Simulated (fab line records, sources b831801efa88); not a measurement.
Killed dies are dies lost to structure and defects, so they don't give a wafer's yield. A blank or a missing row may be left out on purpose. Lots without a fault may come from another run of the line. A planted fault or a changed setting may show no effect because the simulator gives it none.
Problem report in the 8D (eight disciplines) form, filled by code | flow gf180mcu | the parts of the form that need people (team, actions taken, sign-off) are left out

1. THE PROBLEM
strip_time_to_endpoint_s at GF_MVPSD_STRIP_10 reads a mean of 35.91 s on 6 wafers of 2 lots; wafers without a fault read 37.00 s with a standard deviation of 0.097. That is -11 standard deviations from the usual mean.
The step: strips in O2/N2.
First seen on wafer L339.1, day 6 18:49, on plasma_asher-02. The record holds 36 wafers of 12 lots with a number at this step. Rule for "out", or "out of limits": more than 4 standard deviations from the usual mean. The other wafers with a number count as sound.

2. WHAT IT IS AND WHAT IT IS NOT
question                    | is                               | is not
which readings at this step | strip_time_to_endpoint_s         | chamber_pressure_mTorr, drypump_motor_current_A, heater_power_w
which lots                  | L339, L343                       | L332, L333, L335, L342, L346, L348, L351, L352, L354, L355
which wafers of those lots  | all that have a number           | -
read on which tools         | plasma_asher-02, plasma_asher-03 | plasma_asher-04
when                        | from day 6 18:49                 | up to then (9 sound wafers); but 21 sound wafers of L342, L346, L348, L351, L352, L354, L355 came after

3. SUSPECTS, AND WHAT RULES EACH OUT
Counting: a tool at a process step up to the reading stays a suspect if it ran every lot that is out and no sound lot after the first of them.
- litho_track-02 at GF_MVPSD_COAT_02 (resist thk 3000 nm): kept. It ran every lot that is out, first L339 (day 6 10:14), and no sound lot after that.
Left after counting: litho_track-02 at GF_MVPSD_COAT_02.

4. THE CAUSE (what the simulator had put in)
Process parameter drift: litho_track-02, from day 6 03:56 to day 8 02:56, at GF_MVPSD_COAT_02. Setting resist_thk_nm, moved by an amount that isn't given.
Counting left only this tool.

5. THE CHAIN OF EFFECTS, in route order
Each row: a reading whose mean over the struck wafers that have a number lies more than 3 standard deviations from the usual. Only readings for which the record gives a usual standard deviation are gone through. hours: the time from each lot's start at the first step in this table that gives one to its start at this step, as a median over the lots. sigmas: the change in usual standard deviations.
hours | step              | reading                  | usual   | on struck wafers | change | sigmas
0     | GF_MVPSD_STRIP_10 | strip_time_to_endpoint_s | 37.00 s | 35.91            | -1.09  | -11
The process steps in it:
- GF_MVPSD_STRIP_10: strips in O2/N2.
Later measuring or inspecting steps at which every struck wafer that the step has a row for has a number for every such reading, and none has moved that far: GF_VT_IMPLANT_OVL_MEAS_29, GF_VT_IMPLANT_TW_MEAS_32.

6. WHAT WOULD HAVE CAUGHT IT SOONER
In this record the first reading out of limits was taken at day 6 18:49, 15 hours after the fault began at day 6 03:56.
Of the lots that are out (2), L343 began GF_MVPSD_COAT_02 on litho_track-02 after day 6 18:49. A hold on the tool at that time would have spared it.
